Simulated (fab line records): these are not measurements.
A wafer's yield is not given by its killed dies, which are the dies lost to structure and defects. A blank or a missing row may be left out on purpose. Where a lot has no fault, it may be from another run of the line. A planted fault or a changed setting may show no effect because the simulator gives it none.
8D (eight disciplines) problem report, filled in by code | flow sfq line | the parts of the form that need people (team, actions taken, sign-off) are left out

1. WHAT IS WRONG
Across 6 wafers from 2 lots, M0_NB_RS at SFQ_M0_RS_MEAS_904 averages 0.724 ohm/sq, while fault-free wafers read 0.888 ohm/sq with a standard deviation of 0.012. Measured from the usual mean, that is -14 standard deviations.
The step: measures by four-point-probe.
First seen on wafer L558.2, day 11 00:48, on film metro-01. Wafers with a number at this step in the record: 42, from 14 lots. Rule for "out", or "out of limits": more than 4 standard deviations from the usual mean. Any other wafer with a number is counted as sound.

2. WHAT IT IS, AND WHAT IT ISN'T
question                    | is                           | is not
which readings at this step | M0_NB_RS                     | -
which lots                  | L558, L559                   | L545, L546, L547, L548, L549, L555, L557, L560, L561, L562, L566, L568
which wafers of those lots  | all that have a number       | -
read on which gauges        | film metro-01, film metro-03 | film metro-02
when                        | from day 11 00:48            | up to then (21 sound wafers); but 15 sound wafers of L560, L561, L562, L566, L568 came after

3. WHAT RULES OUT EACH SUSPECT
Counting: a tool stays on the suspect list if, at a process step up to the reading, it processed all lots that are out and no sound lot following the first of them.
- the gauge at SFQ_M0_RS_MEAS_904 has been ruled out. The wafers that are out were read on 2 gauges (film metro-01, film metro-03).
- pvd sputter-04 at SFQ_TRILAYER_M0_DEP_SPUTTER_019 (material Nb, target thk 200 nm, time 133.3 s): kept. Every lot that is out went through it, starting with L558 (day 11 00:41), and after that it ran no sound lot; the last sound lot it ran before then is L557 (day 10 16:17). Its own readings are out on those wafers: cathode dc power W.
Remaining after the count: pvd sputter-04 at SFQ_TRILAYER_M0_DEP_SPUTTER_019.

4. THE CAUSE (what the simulator had put in)
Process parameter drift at SFQ_TRILAYER_M0_DEP_SPUTTER_019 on pvd sputter-04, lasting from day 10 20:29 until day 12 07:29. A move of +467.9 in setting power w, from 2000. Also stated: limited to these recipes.
The count eliminated every tool but this one.

5. SEQUENCE OF EFFECTS, ordered by route
Each row: a reading whose mean over the struck wafers that have a number lies more than 3 standard deviations from the usual. Scope: only readings with a usual standard deviation given in the record; hours: median across lots of the time from each lot's start at the first step in this table that gives one to its start at this step; sigmas: change in usual standard deviations.
hours | step                                | reading            | usual        | on struck wafers | change | sigmas
0     | SFQ_TRILAYER_M0_DEP_SPUTTER_019     | cathode dc power W | 2000.0 W     | 2468.1           | +468.1 | +99 or more
0     | SFQ_M0_RS_MEAS_904                  | M0_NB_RS           | 0.888 ohm/sq | 0.724            | -0.164 | -14
100   | SFQ_TRILAYER_M0_ETCH_METAL_ETCH_024 | oes product au     | 0.896 a.u.   | 0.993            | +0.097 | +12
Its process steps:
- SFQ_TRILAYER_M0_DEP_SPUTTER_019: material Nb, target thk 200 nm, time 133.3 s.
- SFQ_TRILAYER_M0_ETCH_METAL_ETCH_024: etches Nb in Cl2/Ar, stops on SiO2, target depth 240 nm, time 120 s.

6. WHAT WOULD HAVE CAUGHT IT SOONER
In this record the first reading out of limits at a measuring or inspecting step was taken at day 11 00:48, 4 hours after the fault began at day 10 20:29.
Tool's own readings at SFQ_TRILAYER_M0_DEP_SPUTTER_019, cathode dc power W: out on all struck wafers the step has rows for; an alarm limit on them would have tripped on the first.
Of the lots that are out (2), L559 began SFQ_TRILAYER_M0_DEP_SPUTTER_019 on pvd sputter-04 after day 11 00:48. A tool hold placed at that time would have kept it from harm.
